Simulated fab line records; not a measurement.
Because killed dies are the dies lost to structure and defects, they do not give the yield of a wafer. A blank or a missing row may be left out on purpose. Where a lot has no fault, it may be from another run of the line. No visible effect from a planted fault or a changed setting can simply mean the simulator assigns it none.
Comparing a struck lot with a sound one | flow gf180mcu | 23 out of 602 route steps
Sound: these wafers, L297.2, L297.3, L297.5. Struck: wafers L301.2, L301.3, L301.4. Last of all comes the cause.
Each step with rows lists, per side, the tool, then ch with its chambers, then its first start. Under that, the readings that differ: sound wafers | struck wafers | difference of the means | sigmas: that difference in standard deviations of wafers without a fault.
alike: readings with means less than 2 such deviations apart, plus words and numbers identical on both sides. not compared: withheld readings, readings lacking a value on some wafer, bounds such as >300 that could conceal the same value, and numbers that have no deviation in the record and whose values overlap.
The two part at a step that has a row with sigmas, a row that says differs or no value, or rows on one side only. Numbers that have no deviation but don't overlap get no sigmas and don't part them. Lack of a reading on every wafer of one side parts them only where that side has two or more wafers.

GF_V5_RS_MEAS_24: a four-point-probe measurement.
  sound: film metro-03 at day 29 19:27; struck: film metro-03 at day 31 02:39
  alike: V5_W_RS
GF_V5_THK_MEAS_25: measures by xrf.
  sound: film metro-03 at day 29 19:34; struck: film metro-03 at day 31 02:46
  alike: V5_W_THK
GF_V5_CMP_26: polishes, stops on SiO2, t overpolish 15 s, target thk 0 nm.
  sound on cmp-02 ch 0,2,3, day 29 19:37; struck on cmp-01 ch 0,1,2, day 31 02:49
  alike: motor current A, overpolish run s, time to endpoint s
GF_TOP_METAL_SPUTTER_00: material Ti, target thk 37.5 nm, time 150 s.
  sound: pvd sputter-02 at day 29 19:55; struck: pvd sputter-04 at day 31 03:07
  reading                | sound          | struck         | difference | sigmas
  throttle valve pct (%) | 29.5 28.6 29.3 | 31.0 30.9 30.6 | +1.7       | +2
GF_TOP_METAL_SPUTTER_01: material TiN, target thk 30 nm, time 25 s.
  sound: pvd sputter-02 at day 29 20:01; struck: pvd sputter-04 at day 31 03:13
  reading                | sound          | struck         | difference | sigmas
  throttle valve pct (%) | 29.2 29.1 29.2 | 30.6 31.2 30.9 | +1.7       | +2
GF_TOP_METAL_SPUTTER_02: material AlCu, target thk 900 nm, time 47.82 s.
  sound: pvd sputter-02 at day 29 20:02; struck: pvd sputter-04 at day 31 03:14
  alike: throttle valve pct
GF_TOP_METAL_SPUTTER_03: material Ti, target thk 5 nm, time 3.3 s.
  sound: pvd sputter-02 at day 29 20:05; struck: pvd sputter-04 at day 31 03:17
  alike: throttle valve pct
then, 1 step without rows for these wafers: GF_TOP_METAL_SPUTTER_04 (material TiN, target thk 25 nm, time 20.8 s).
GF_TOP_METAL_RS_MEAS_05: a four-point-probe measurement.
  sound: film metro-04 at day 29 20:09; struck: film metro-03 at day 31 03:21
  reading                    | sound                | struck               | difference | sigmas
  TOP_METAL_ALCU_RS (ohm/sq) | 0.0337 0.0333 0.0335 | 0.0325 0.0319 0.0322 | -0.0013    | -3
GF_TOP_METAL_THK_MEAS_06: measures by xrf.
  sound: film metro-04 at day 29 20:16; struck: film metro-03 at day 31 03:28
  reading                 | sound       | struck      | difference | sigmas
  TOP_METAL_ALCU_THK (nm) | 864 883 874 | 900 910 911 | +33        | +3
then, 2 steps without rows for these wafers: GF_TOP_METAL_DEHYDRATE_07 (time 60 s); GF_TOP_METAL_HMDS_08 (prime time 60 s).
GF_TOP_METAL_COAT_09: resist thk 1500 nm.
  sound on litho track-04 ch 0, day 30 04:59; struck on litho track-04 ch 0, day 31 12:05
  reading                                        | sound                | struck               | difference | sigmas
  chill plate temp C (C)                         | 22.82 22.89 22.94    | 23.09 23.24 23.11    | +0.26      | +2
  spin speed rpm (rpm)                           | 3001.5 2999.5 2999.5 | 3265.2 3265.0 3261.2 | +263.6     | +99 or more
  model.NOVOLAK_of_TOP_METAL_COAT_09.thk nm (nm) | 1507 1503 1503       | 1439 1438 1436       | -67        |
  alike: dispense pressure kPa
then, 4 steps without rows for these wafers: GF_TOP_METAL_SOFTBAKE_10 (time 60 s); GF_TOP_METAL_EXPOSE_11 (exposes mask MetalTop, target cd 440 nm); GF_TOP_METAL_PEB_12; GF_TOP_METAL_DEVELOP_13 (develop time 60 s).
GF_TOP_METAL_CD_MEAS_14: target cd 440 nm.
  sound: cd sem-01 at day 30 14:34; struck: cd sem-02 at day 31 21:31
  reading    | sound             | struck            | difference | sigmas
  cd nm (nm) | 438.1 442.0 439.6 | 435.2 433.8 435.1 | -5.2       | -3
  not compared: hold
GF_TOP_METAL_OVL_MEAS_15:
  sound: overlay-02 at day 30 14:41; struck: overlay-01 at day 31 21:37
  alike: TOP_METAL_OVL
  not compared: hold
GF_TOP_METAL_METAL_ETCH_16: etches the open film in Cl2/BCl3, stops on SiO2, target depth 1197 nm, time 199.5 s.
  sound on rie metal-01 ch 0,1, day 30 14:43; struck on rie metal-04 ch 0,1, day 31 21:38
  reading                                        | sound          | struck          | difference | sigmas
  model.NOVOLAK_of_TOP_METAL_COAT_09.thk nm (nm) | 1037 1029 1036 | 955.3 961 950.3 | -78.5      |
  alike: drypump motor current A, oes product au, throttle valve pct
  not compared: rf hours counter h
GF_TOP_METAL_STRIP_17: strips in O2/N2.
  sound on plasma asher-02 ch 0,1, day 30 14:54; struck on plasma asher-01 ch 0,1, day 31 21:50
  reading                      | sound             | struck            | difference | sigmas
  strip time to endpoint s (s) | 13.10 13.00 13.08 | 12.20 12.29 12.15 | -0.85      | -10
  alike: drypump motor current A, heater power w, oes product au
  not compared: rf hours counter h
then, 1 step without rows for these wafers: GF_TOP_METAL_STRIP_18 (strips in post etch residue remover, time 1200 s).
GF_PASSIVATION_PROBE_99:
  the record holds rows for the sound wafers here (prober-02, day 31 12:11) but none for the struck ones

== WHERE THEY PART ==
At GF_TOP_METAL_SPUTTER_00 first; at GF_PASSIVATION_PROBE_99 last (within this record only).

WHY: what had been put in by the simulator
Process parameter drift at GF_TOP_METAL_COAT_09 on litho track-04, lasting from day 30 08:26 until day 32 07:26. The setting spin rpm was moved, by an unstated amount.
